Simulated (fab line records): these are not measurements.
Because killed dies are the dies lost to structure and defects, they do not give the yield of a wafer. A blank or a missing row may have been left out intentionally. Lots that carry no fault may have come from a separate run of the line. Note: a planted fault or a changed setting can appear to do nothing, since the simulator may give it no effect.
Which of the tools did it? | flow gf180mcu | at 1 step of a route of 602, 6 lots with 17 wafers sampled

WHAT THE GAUGES SHOWED, per wafer
GF_STI_BOW_MEAS_00.
lot  | measured    | on           | INCOMING_BOW (um)
L629 | day 1 20:02 | filmMetro-04 | 4 2 6
L635 | day 3 02:01 | filmMetro-02 | 2 -6
L638 | day 3 17:00 | filmMetro-04 | -4 1 -5
L645 | day 5 04:00 | filmMetro-04 | -1 -13 11
L647 | day 5 14:02 | filmMetro-02 | 8 -7 0
L649 | day 6 00:00 | filmMetro-01 | -4 -7 0

WHAT TOOL EACH LOT RAN ON (gives the tool, then ch and the chambers of the sampled wafers, and finally the start)
No process step before these readings appears in the record.

THE ANSWER, worked out from the rows above alone
Rule: the lots themselves supply what counts as usual. Put in order of their means at a reading, lots are off if they are a third of the lots or fewer, leave a main group of 4 or more, and stand apart from it by a gap of 3 or more times the standard deviation of the main group's means; of several such gaps the widest counts. The tables above print the reading to a certain number of digits; a main group whose means all agree to those digits is not used. Also off: a lot with no number at a reading for which 4 or more lots have one. Any other lot the step has rows for is counted as sound.
No lot is off at any reading shown: from this, nothing can be told.

WHAT WAS PUT IN BY THE SIMULATOR
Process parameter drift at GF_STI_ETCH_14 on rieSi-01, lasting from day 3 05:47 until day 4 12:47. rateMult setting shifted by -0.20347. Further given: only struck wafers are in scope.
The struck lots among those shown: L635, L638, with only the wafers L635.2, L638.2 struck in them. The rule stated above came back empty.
